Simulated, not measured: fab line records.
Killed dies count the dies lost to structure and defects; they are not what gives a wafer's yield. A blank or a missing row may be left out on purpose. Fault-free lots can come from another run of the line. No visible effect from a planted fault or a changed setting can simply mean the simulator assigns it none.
fab line records	flow sky130
[record] lots = 7	wafers = 19	lastDay = 49
route steps=708 shown LOCAL_INTERCONNECT@403 CONTACT@406 PAD_OPEN@708
lots with no fault: from the same line, run without faults
startH: hours from the record's first day to the start of the lot's first wafer shown	waitH: hours from the lot's prior step to this one	" as in the row above	L1.1+2: several wafers, shown together as one row	- no value, or no start given	* or withheld: withheld	< > ~ a bound
route shown NAME@n: names a module that has steps shown in the file, with the first one's number in the route	usual: the fault-free wafers' mean and standard deviation	same: alike in all rows	chamber/n: place in a boat	sites: readings site by site	_std_site: their standard deviation	_edge_site: outer sites' mean less inner sites'	radiusMm: how far each site lies from the wafer's centre	mask NAME#n: copy n	behind: the most recent tool/chamber to have shaped the wafer	hold: reason for holding the lot/hours on hold/outcome of the hold	device: which transistor (n, p or np) failed to switch	end of line: the tests these same wafers got at the end of their route	where a step has no rows: the recipe by itself	killed: at the first sort, the dies lost to defects and structure; wafer yield is something else	map: shows each die of a wafer: x if killed, . if not, _ if none is there
set.NAME: the setting the step ran with; set.NAME@STEP: the setting that earlier step ran with	model.NAME: the simulator's own value behind a step, which no gauge read
a table for each step, a row for each wafer; lots at some steps of the route
services: the hour from which a tool's chamber was out of use, counted from the record's first day as startH (under 0 if before that day), plus the number of hours and why
[[steps]]
[step SKY_LOCAL_INTERCONNECT_STRIP_16]
[recipe] chemistry = postEtchResidueRemover	timeS = 1200	tempC = 72.5
[step SKY_LOCAL_INTERCONNECT_CLEAN_17]
[recipe] chemistry = IPA	timeS = 180	tempC = 25
[step SKY_LOCAL_INTERCONNECT_CLEAN_18]
[recipe] chemistry = O3/DIW	dry = n2Spin
[step SKY_CONTACT_CVD_00]
[recipe] material = Si3N4	targetThkNm = 75	tempC = 400	timeS = withheld	rfW = 450
[usual] heaterPowerW = 722/95
lot.wafer	tool	chamber	startH	waitH	heaterPowerW
L162.2	pecvd-03	0	742.27	0.0	804
L162.4	"	1	"	"	583
L162.6	"	0	"	"	820
L166.2	pecvd-03	0	773.37	0.0	792
L166.3	"	2	"	"	766
L166.4	"	1	"	"	608
L169.4	pecvd-03	0	806.83	0.0	806
L169.5	"	1	"	"	640
L170.1	pecvd-01	1	807.12	0.0	785
L170.3	"	0	"	"	658
L170.4	"	1	"	"	782
L171.1	pecvd-02	1	813.63	0.0	575
L171.2	"	2	"	"	765
L171.3	"	0	"	"	898
L173.1	pecvd-01	1	831.15	0.0	798
L173.4	"	2	"	"	623
L178.2	pecvd-03	1	857.53	0.0	695
L178.5	"	0	"	"	705
L178.6	"	2	"	"	695
[step SKY_CONTACT_THK_MEAS_01]
[recipe] reads = Si3N4_of_CONTACT_CVD_00
[usual] CONTACT_CVD_00_THK = 74.8/0.93
lot.wafer	tool	chamber	startH	waitH	CONTACT_CVD_00_THK[nm]
L162.2	filmMetro-04	-	742.33	-	75.7
L162.4	"	-	"	"	76.7
L162.6	"	-	"	"	75.5
L166.2	filmMetro-01	-	773.41	-	74.5
L166.3	"	-	"	"	74.2
L166.4	"	-	"	"	74.9
L169.4	filmMetro-01	-	806.88	-	75.2
L169.5	"	-	"	"	75.0
L170.1	filmMetro-02	-	807.15	-	74.2
L170.3	"	-	"	"	74.3
L170.4	"	-	"	"	74.8
L171.1	filmMetro-02	-	813.66	-	74.5
L171.2	"	-	"	"	73.9
L171.3	"	-	"	"	73.1
L173.1	filmMetro-04	-	831.19	-	72.5
L173.4	"	-	"	"	75.3
L178.2	filmMetro-04	-	857.58	-	73.4
L178.5	"	-	"	"	75.4
L178.6	"	-	"	"	75.3
[step SKY_CONTACT_HDPCVD_02]
[recipe] material = SiO2	targetThkNm = 565	sigmaOpenFrac = 0.3	timeS = 94.2	tempC = 600	sih4FlowSccm = 60	pressureMtorr = 6
[step SKY_CONTACT_THK_MEAS_03]
[recipe] reads = SiO2_of_CONTACT_HDPCVD_02
[usual] CONTACT_HDPCVD_THK = 564/5
lot.wafer	tool	chamber	startH	waitH	CONTACT_HDPCVD_THK[nm]
L162.2	filmMetro-01	-	742.46	0.0	562
L162.4	"	-	"	"	566
L162.6	"	-	"	"	565
L166.2	filmMetro-04	-	773.54	0.0	561
L166.3	"	-	"	"	567
L166.4	"	-	"	"	569
L169.4	filmMetro-01	-	807.01	0.0	564
L169.5	"	-	"	"	565
L170.1	filmMetro-01	-	807.28	0.0	564
L170.3	"	-	"	"	564
L170.4	"	-	"	"	570
L171.1	filmMetro-01	-	813.79	0.0	562
L171.2	"	-	"	"	567
L171.3	"	-	"	"	556
L173.1	filmMetro-01	-	831.32	0.0	567
L173.4	"	-	"	"	566
L178.2	filmMetro-01	-	857.71	0.0	569
L178.5	"	-	"	"	567
L178.6	"	-	"	"	564
[step SKY_CONTACT_CMP_04]
[recipe] material = SiO2	downForcePsi = 4	platenRpm = 60	padVelocityMS = 0.94248
[usual] headPressurePsi = 3.999/0.0088	motorCurrentA = 11.7/1.1	timeToEndpointS = 81/3.6
lot.wafer	tool	chamber	startH	waitH	headPressurePsi	motorCurrentA	timeToEndpointS
L162.4	cmp-01	2	742.51	0.0	3.983	10.2	83
L162.2	"	0	"	"	3.991	13.0	79
L162.6	"	3	"	"	3.998	11.0	78
L166.3	cmp-02	1	773.59	0.0	3.995	13.7	80
L166.2	"	2	"	"	3.999	11.9	75
L166.4	"	3	"	"	4.000	11.1	77
L169.4	cmp-01	3	807.19	0.2	3.999	11.7	84
L169.5	"	1	"	"	4.000	11.4	82
L170.3	cmp-02	0	807.39	0.1	3.996	11.4	80
L170.4	"	1	"	"	4.002	14.3	79
L170.1	"	2	"	"	3.990	12.1	77
L171.1	cmp-02	1	813.90	0.1	3.993	13.7	77
L171.3	"	2	"	"	4.000	11.3	76
L171.2	"	3	"	"	4.003	11.2	81
L173.1	cmp-01	3	831.43	0.1	4.002	10.8	89
L173.4	"	0	"	"	4.006	12.9	82
L178.2	cmp-01	0	857.86	0.1	4.010	13.3	84
L178.5	"	2	"	"	3.997	10.7	79
L178.6	"	3	"	"	3.982	11.5	84
[step SKY_CONTACT_BOW_MEAS_05]
[recipe] mode = bow
[usual] CONTACT_BOW = 82/7.4
lot.wafer	tool	chamber	startH	waitH	CONTACT_BOW[um]
L162.2	filmMetro-02	-	742.83	0.2	75
L162.4	"	-	"	"	94
L162.6	"	-	"	"	83
L166.2	filmMetro-04	-	773.91	0.2	73
L166.3	"	-	"	"	94
L166.4	"	-	"	"	80
L169.4	filmMetro-02	-	807.40	0.2	80
L169.5	"	-	"	"	79
L170.1	filmMetro-01	-	807.64	0.1	74
L170.3	"	-	"	"	80
L170.4	"	-	"	"	70
L171.1	filmMetro-02	-	814.15	0.2	67
L171.2	"	-	"	"	66
L171.3	"	-	"	"	80
L173.1	filmMetro-04	-	831.68	0.2	82
L173.4	"	-	"	"	74
L178.2	filmMetro-01	-	858.08	0.2	90
L178.5	"	-	"	"	78
L178.6	"	-	"	"	89
[step SKY_CONTACT_DEHYDRATE_06]
[recipe] tempC = 200	timeS = 60
[step SKY_CONTACT_HMDS_07]
[recipe] primeTimeS = 60	primeTempC = 120
[step SKY_CONTACT_COAT_08]
[recipe] resist = BARC	tempC = withheld	timeS = withheld	spinRpm = 3000	resistThkNm = 60
[step SKY_CONTACT_COAT_09]
[recipe] resist = KrF-thick	spinRpm = 3000	resistThkNm = 450
lot.wafer	tool	chamber	startH	waitH	model.KrF-thick_of_CONTACT_COAT_09.thkNm
L162.2	lithoTrack-04	0	756	-	454.7
L162.4	"	0	"	"	452.8
L162.6	"	0	"	"	453.8
L166.2	lithoTrack-03	0	787	-	449.6
L166.3	"	0	"	"	450.2
L166.4	"	0	"	"	449.5
L169.4	lithoTrack-03	0	820	-	500.4
L169.5	"	0	"	"	452.2
L170.1	lithoTrack-03	0	821	-	497.3
L170.3	"	0	"	"	450.7
L170.4	"	0	"	"	498.1
L171.1	lithoTrack-02	0	826	-	450.2
L171.2	"	0	"	"	449
L171.3	"	0	"	"	448.3
L173.1	lithoTrack-03	0	845	-	497.9
L173.4	"	0	"	"	497.5
L178.2	lithoTrack-04	0	871	-	451
L178.5	"	0	"	"	451.8
L178.6	"	0	"	"	450.7
[step SKY_CONTACT_SOFTBAKE_10]
[recipe] tempC = 100	timeS = 90	resist = KrF-thick
[step SKY_CONTACT_EXPOSE_11]
[recipe] maskId = CTM1	na = 0.8	sourceShape = annular	sigmaInner = 0.55	sigmaOuter = 0.85	targetCdNm = 170	doseMj = 38
[step SKY_CONTACT_PEB_12]
[recipe] pebTempC = withheld	pebTimeS = withheld	resist = KrF-thick
[step SKY_CONTACT_DEVELOP_13]
[recipe] developTimeS = 60	resist = KrF-thick	devTempC = 21
[step SKY_CONTACT_CD_MEAS_14]
[recipe] targetCdNm = 170
[usual] cdNm = 170.5/1.2
lot.wafer	tool	chamber	startH	waitH	cdNm
L162.2	cdSem-01	-	769.76	-	170.1
L162.4	"	-	"	"	170.8
L162.6	"	-	"	"	169.6
L166.2	cdSem-01	-	800.07	-	168.0
L166.3	"	-	"	"	168.1
L166.4	"	-	"	"	168.9
L169.4	cdSem-02	-	833.49	-	168.7
L169.5	"	-	"	"	171.4
L170.1	cdSem-01	-	834.39	-	170.1
L170.3	"	-	"	"	172.5
L170.4	"	-	"	"	170.2
L171.1	cdSem-02	-	840.46	-	168.5
L171.2	"	-	"	"	169.2
L171.3	"	-	"	"	170.1
L173.1	cdSem-02	-	857.61	-	169.0
L173.4	"	-	"	"	167.7
L178.2	cdSem-02	-	884.00	-	171.7
L178.5	"	-	"	"	169.3
L178.6	"	-	"	"	170.7
[step SKY_CONTACT_OVL_MEAS_15]
[usual] CONTACT_OVL = 0/5.7
lot.wafer	tool	chamber	startH	waitH	CONTACT_OVL[nm]
L162.2	overlay-02	-	769.86	0.1	1
L162.4	"	-	"	"	6
L162.6	"	-	"	"	1
L166.2	overlay-01	-	800.18	0.1	8
L166.3	"	-	"	"	-6
L166.4	"	-	"	"	6
L169.4	overlay-01	-	833.56	0.1	7
L169.5	"	-	"	"	7
L170.1	overlay-02	-	834.51	0.1	-7
L170.3	"	-	"	"	-16
L170.4	"	-	"	"	-4
L171.1	overlay-02	-	840.58	0.1	-12
L171.2	"	-	"	"	-12
L171.3	"	-	"	"	-8
L173.1	overlay-01	-	857.73	0.1	4
L173.4	"	-	"	"	1
L178.2	overlay-01	-	884.10	0.1	3
L178.5	"	-	"	"	-1
L178.6	"	-	"	"	-1
[step SKY_CONTACT_ETCH_16]
[recipe] chemistry = N2/H2	target = BARC	ionEnergyEv = 200	sourceW = 500	biasW = 100	pressureMtorr = 30	n2FlowSccm = 100	h2FlowSccm = 200	stopOn = SiO2	timeS = 45.9	targetDepthA = 600
[usual] drypumpMotorCurrentA = 5.9/0.45	oesProductAu = 0.855/0.0047	throttleValvePct = 13.226/0.0096
lot.wafer	tool	chamber	startH	waitH	drypumpMotorCurrentA	oesProductAu	rfHoursCounterH	throttleValvePct
L162.2	rieDiel-01	0	769.89	0.0	6.3	0.861	15	13.231
L162.4	"	2	"	"	5.9	0.858	12	13.221
L162.6	"	3	"	"	5.8	0.854	-	13.228
L166.2	rieDiel-01	0	800.21	0.0	6.4	0.854	16	13.235
L166.3	"	3	"	"	5.8	0.842	11	13.213
L166.4	"	1	"	"	5.5	0.853	18	13.224
L169.4	rieDiel-04	3	833.58	0.0	4.7	0.844	9	13.217
L169.5	"	1	"	"	6.4	0.852	-	13.226
L170.1	rieDiel-01	2	834.54	0.0	5.9	0.857	15	13.212
L170.3	"	0	"	"	6.4	0.855	17	13.237
L170.4	"	3	"	"	5.9	0.854	11	13.236
L171.1	rieDiel-01	2	840.61	0.0	5.9	0.857	15	13.256
L171.2	"	1	"	"	5.5	0.854	20	13.223
L171.3	"	0	"	"	6.4	0.855	17	13.209
L173.1	rieDiel-04	2	857.76	0.0	6.3	0.855	13	13.223
L173.4	"	0	"	"	5.7	0.854	4	13.215
L178.2	rieDiel-03	2	884.13	0.0	6.4	0.858	15	13.225
L178.5	"	0	"	"	5.3	0.859	-	13.228
L178.6	"	3	"	"	6.0	0.856	-	13.230
[step SKY_CONTACT_ETCH_17]
[recipe] target = SiO2	chemistry = C4F8/O2/Ar	stopOn = Si3N4	maskMaterial = KrF-thick	sourceW = 1500	biasW = 1200	pressureMtorr = 40	c4f8FlowSccm = withheld	O2_flow_sccm = 6	Ar_flow_sccm = 300	timeS = withheld	targetDepthA = 3400
[usual] oesProductAu = 0.891/0.0045
lot.wafer	tool	chamber	startH	waitH	oesProductAu
L162.2	rieDiel-01	0	769.93	0.0	0.897
L162.4	"	2	"	"	0.890
L162.6	"	3	"	"	0.889
L166.2	rieDiel-01	0	800.25	0.0	0.891
L166.3	"	3	"	"	0.895
L166.4	"	1	"	"	0.896
L169.4	rieDiel-04	3	833.62	0.0	0.892
L169.5	"	1	"	"	0.895
L170.1	rieDiel-01	2	834.59	0.0	0.885
L170.3	"	0	"	"	0.890
L170.4	"	3	"	"	0.896
L171.1	rieDiel-01	2	840.65	0.0	0.890
L171.2	"	1	"	"	0.893
L171.3	"	0	"	"	0.890
L173.1	rieDiel-04	2	857.80	0.0	0.887
L173.4	"	0	"	"	0.886
L178.2	rieDiel-03	2	884.18	0.0	0.886
L178.5	"	0	"	"	0.891
L178.6	"	3	"	"	0.898
[step SKY_CONTACT_ETCH_18]
[recipe] target = Si3N4	chemistry = CHF3/O2	stopOn = TiN	sourceW = 600	biasW = 200	pressureMtorr = 40	chf3FlowSccm = 50	O2_flow_sccm = 5	timeS = 39	targetDepthA = 750
[usual] drypumpMotorCurrentA = 5.9/0.45	oesProductAu = 0.854/0.007	throttleValvePct = 8.792/0.0089
lot.wafer	tool	chamber	startH	waitH	drypumpMotorCurrentA	oesProductAu	rfHoursCounterH	throttleValvePct	model.KrF-thick_of_CONTACT_COAT_09.thkNm
L162.2	rieDiel-01	0	-	-	6.3	0.853	15	8.787	244.2
L162.4	"	2	"	"	5.9	0.862	12	8.795	242.1
L162.6	"	3	"	"	5.8	0.859	-	8.814	245.5
L166.2	rieDiel-01	0	-	-	6.3	0.848	16	8.795	238.7
L166.3	"	3	"	"	5.7	0.851	11	8.782	240.6
L166.4	"	1	"	"	5.5	0.854	18	8.793	243.3
L169.4	rieDiel-04	3	-	-	4.8	0.851	9	8.793	290.6
L169.5	"	1	"	"	6.4	0.854	-	8.784	243.9
L170.1	rieDiel-01	2	-	-	5.9	0.849	15	8.799	289.1
L170.3	"	0	"	"	6.4	0.845	17	8.789	241.6
L170.4	"	3	"	"	5.8	0.853	11	8.786	289.9
L171.1	rieDiel-01	2	-	-	5.9	0.853	15	8.781	240.8
L171.2	"	1	"	"	5.5	0.850	20	8.816	242.9
L171.3	"	0	"	"	6.3	0.848	17	8.799	238.9
L173.1	rieDiel-04	2	-	-	6.3	0.838	13	8.779	289.7
L173.4	"	0	"	"	5.7	0.856	4	8.785	290.2
L178.2	rieDiel-03	2	-	-	6.4	0.845	15	8.784	245.7
L178.5	"	0	"	"	5.3	0.850	-	8.802	242.9
L178.6	"	3	"	"	5.9	0.866	-	8.793	243.6
[step SKY_CONTACT_STRIP_19]
[recipe] chemistry = O2/N2	powerW = 1400	pressureMtorr = 1500	platenTempC = withheld	o2FlowSccm = 3000	n2FlowSccm = 300	overashFraction = 0.5
[usual] drypumpMotorCurrentA = 5.3/0.46	oesProductAu = 0.381/0.0046	stripTimeToEndpointS = 3.61/0.031
lot.wafer	tool	chamber	startH	waitH	drypumpMotorCurrentA	oesProductAu	rfHoursCounterH	stripTimeToEndpointS
L162.2	plasmaAsher-03	1	770.03	-	5.0	0.395	68	3.64
L162.4	"	1	"	"	5.0	0.381	-	3.60
L162.6	"	1	"	"	5.0	0.373	-	3.64
L166.2	plasmaAsher-03	0	800.34	-	6.1	0.379	71	3.55
L166.3	"	1	"	"	5.0	0.377	-	3.60
L166.4	"	0	"	"	6.1	0.387	-	3.63
L169.4	plasmaAsher-03	0	833.75	-	6.1	0.395	-	4.11
L169.5	"	0	"	"	6.1	0.382	-	3.63
L170.1	plasmaAsher-03	0	834.68	-	6.1	0.399	75	4.12
L170.3	"	1	"	"	5.0	0.383	-	3.61
L170.4	"	0	"	"	6.2	0.400	-	4.11
L171.1	plasmaAsher-04	0	840.74	-	5.5	0.382	41	3.60
L171.2	"	1	"	"	5.3	0.378	41	3.62
L171.3	"	0	"	"	5.5	0.384	-	3.58
L173.1	plasmaAsher-02	0	857.89	-	4.8	0.400	99	4.12
L173.4	"	0	"	"	4.9	0.398	-	4.11
L178.2	plasmaAsher-02	1	884.27	-	4.8	0.374	101	3.65
L178.5	"	0	"	"	4.8	0.373	-	3.60
L178.6	"	1	"	"	4.9	0.383	-	3.62
[step SKY_CONTACT_STRIP_20]
[recipe] chemistry = postEtchResidueRemover	timeS = 1200	tempC = 72.5
[step SKY_PAD_OPEN_PROBE_99]
[usual] killed_at_M0_to_M3 = 43/7.5	killed_at_M4_up = 3.3/1.9	killedAtContacts = 24/4.6	killedAtFrontEnd = 16/4.9	killedAtOther = 0.2/0.46	killedDies = 87/9.1	killedOpen = 47/7.4	killedShort = 39/6.6
[same] grossDies = 492	killedAtBackSide = 0
lot.wafer	tool	chamber	startH	waitH	killed_at_M0_to_M3	killed_at_M4_up	killedAtContacts	killedAtFrontEnd	killedAtOther	killedDies	killedOpen	killedShort
L173.1	prober-02	-	1164.66	0.1	30	0	32	20	0	82	45	37
L173.4	prober-02	-	1164.81	0.2	50	0	32	13	0	95	51	44
// killed by level:class
L173.1 LI_CONTACT:geometricParticle:open=10 CONTACT:geometricParticle:open=9 VIA1:geometricParticle:open=7 METAL2:geometricParticle:short=7 CONTACT:geometricParticle:short=6 METAL1:geometricParticle:short=5 FIELD_ISO:geometricParticle:open=4 FIELD_ISO:geometricParticle:short=4
L173.4 CONTACT:geometricParticle:open=12 VIA1:geometricParticle:open=10 POLY_GATE:geometricParticle:short=7 LI_CONTACT:geometricParticle:open=7 VIA2:geometricParticle:open=7 METAL2:geometricParticle:short=6 VIA3:geometricParticle:short=6 LI_CONTACT:geometricParticle:short=5
[[services]]
tool	chamber	startH	hours	kind
rieDiel-03	0	723.65	7.5	repair
pecvd-03	2	740.86	2.2	repair
cmp-02	-	744.24	4.0	pm
cmp-02	-	748.24	-	consumableReplace:conditioner
cmp-02	-	748.24	-	consumableReplace:pad
pecvd-03	1	753.94	3.5	repair
rieDiel-04	-	758.72	1.2	repair
pecvd-03	1	761.13	2.1	scheduledDown
rieDiel-04	2	765.25	5.3	repair
rieDiel-04	-	775.12	0.5	repair
pecvd-03	0	777.87	16.5	scheduledDown
pecvd-02	0	790.37	5.5	scheduledDown
plasmaAsher-04	-	791.74	1.2	repair
plasmaAsher-02	-	809.08	1.4	repair
rieDiel-01	3	813.41	4.5	repair
cmp-02	-	831.55	1.7	repair
pecvd-03	-	838.89	14.6	pm
rieDiel-01	2	846.09	5.6	repair
cmp-02	-	847.95	4.2	pm
cmp-01	-	850.42	2.6	repair
rieDiel-03	1	873.78	6.6	repair
pecvd-02	1	878.19	2.1	scheduledDown
rieDiel-04	2	882.00	5.9	repair
[[key]]
[firstSign] step = SKY_CONTACT_STRIP_19	reading = stripTimeToEndpointS	direction = up	sigmas = 16	usual = *	struck = *
[effect] step = SKY_CONTACT_STRIP_19	reading = oesProductAu	direction = up	sigmas = 3.8	usual = 0.381	struck = 0.399
[modelEffect] step = SKY_CONTACT_COAT_09	value = KrF-thick_of_CONTACT_COAT_09.thkNm	without = 450.6	struck = 498.2
[modelEffect] step = SKY_CONTACT_ETCH_18	value = KrF-thick_of_CONTACT_COAT_09.thkNm	without = 242.3	struck = 289.9
metAt SKY_CONTACT_COAT_09
struckWafers L169.4,L170.1,L170.4,L173.1,L173.4
testerLeftOut L169,L170,L173
onsetBetween 787 820
[fault] kind = processParameterDrift	tool = lithoTrack-03	chamber = -	onsetH = 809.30	steps = SKY_CONTACT_COAT_09	channel = resistThkNm	offset = 47.515	shape = step	endH = 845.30	scope = struckWafersOnly	actsIn = theseRecipesOnly	stated = 450
// testerLeftOut: of these lots the tester's yield and bins aren't shown, on N5 and GAA mostly nor the transistor test; their killed dies are dies lost to structure and defects alone, not to doping, threshold or leakage, so they don't give the yield
